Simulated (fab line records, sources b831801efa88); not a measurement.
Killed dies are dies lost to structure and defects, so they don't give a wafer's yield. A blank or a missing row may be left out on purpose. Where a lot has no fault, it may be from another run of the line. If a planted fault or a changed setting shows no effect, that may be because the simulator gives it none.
Check for tools in common | flow sfq line | Sampled: 14 lots, 42 wafers

== REASON IT WAS OPENED ==
At SFQ_M2_RS_MEAS_914 the reading M2_NB_RS is flagged on 2 of 14 lots. Wafers without a fault read 0.893 ohm/sq, standard deviation 0.0069.
Rule: a lot is flagged in two cases, either no wafer of it has a number, or all its wafers with numbers fall more than 4 standard deviations from that mean. The rest of the lots are taken to be sound.

lot  | measured     | on            | M2_NB_RS (ohm/sq), wafer by wafer | flag
L248 | day 11 11:45 | film metro-04 | 0.889 0.893 0.886                 |
L249 | day 12 14:32 | film metro-04 | 0.893 0.897 0.889                 |
L250 | day 18 04:25 | film metro-04 | 0.898 0.891 0.894                 |
L251 | day 18 06:49 | film metro-03 | 0.898 0.899 0.892                 |
L252 | day 29 06:01 | film metro-02 | 0.893 0.894 0.899                 |
L253 | day 29 19:23 | film metro-03 | 0.897 0.891 0.885                 |
L257 | day 32 18:14 | film metro-02 | 0.887 0.879 0.887                 |
L258 | day 33 01:42 | film metro-03 | 0.440 0.441 0.439                 | FLAGGED
L259 | day 33 13:26 | film metro-02 | 0.891 0.883 0.888                 |
L262 | day 35 02:43 | film metro-02 | 0.449 0.454 0.450                 | FLAGGED
L266 | day 35 15:32 | film metro-04 | 0.894 0.897 0.886                 |
L268 | day 35 19:07 | film metro-03 | 0.903 0.899 0.894                 |
L269 | day 35 21:31 | film metro-04 | 0.906 0.899 0.899                 |
L270 | day 35 22:45 | film metro-03 | 0.890 0.885 0.888                 |
Average over the flagged lots: 0.446 ohm/sq; offset from the usual -0.448 ohm/sq, equal to -65 standard deviations.

== TOOL THAT RAN EACH LOT ==
The record holds 1 process step before the reading, out of a route of 325 steps. Every cell lists first the tool, next ch and the chambers used by the sampled wafers, and last the start.
lot  | flag    | SFQ_TRILAYER_M2_DEP_SPUTTER_055
L248 |         | pvd sputter-03, day 11 11:38
L249 |         | pvd sputter-04, day 12 14:25
L250 |         | pvd sputter-04, day 18 04:17
L251 |         | pvd sputter-03, day 18 06:41
L252 |         | pvd sputter-05, day 29 05:54
L253 |         | pvd sputter-04, day 29 19:14
L257 |         | pvd sputter-05, day 32 18:09
L258 | FLAGGED | pvd sputter-05, day 33 01:21
L259 |         | pvd sputter-03, day 33 13:21
L262 | FLAGGED | pvd sputter-04, day 35 02:21
L266 |         | pvd sputter-04, day 35 15:25
L268 |         | pvd sputter-05, day 35 19:01
L269 |         | pvd sputter-04, day 35 21:25
L270 |         | pvd sputter-03, day 35 22:37
What the steps here do:
- SFQ_TRILAYER_M2_DEP_SPUTTER_055: material Nb, target thk 200 nm, time 133.3 s.
- SFQ_M2_RS_MEAS_914: measures by four-point-probe.

== FLAGGED OVER TOTAL, TOOL BY TOOL (the gauges that took the reading come last) ==
step                            | tool           | lots run | flagged | share of the flagged lots | sound lots run after its first flagged lot
SFQ_TRILAYER_M2_DEP_SPUTTER_055 | pvd sputter-03 | 4        | 0       | none                      | -
SFQ_TRILAYER_M2_DEP_SPUTTER_055 | pvd sputter-04 | 6        | 1       | some                      | 2 (L266,L269)
SFQ_TRILAYER_M2_DEP_SPUTTER_055 | pvd sputter-05 | 4        | 1       | some                      | 1 (L268)
SFQ_M2_RS_MEAS_914              | film metro-02  | 4        | 1       | some                      | 0
SFQ_M2_RS_MEAS_914              | film metro-03  | 5        | 1       | some                      | 2 (L268,L270)
SFQ_M2_RS_MEAS_914              | film metro-04  | 5        | 0       | none                      | -

== THE TABLE: WHAT IT ALLOWS ==
No row of the table ran every flagged lot.

== WHAT THE SIMULATOR HAD INSERTED ==
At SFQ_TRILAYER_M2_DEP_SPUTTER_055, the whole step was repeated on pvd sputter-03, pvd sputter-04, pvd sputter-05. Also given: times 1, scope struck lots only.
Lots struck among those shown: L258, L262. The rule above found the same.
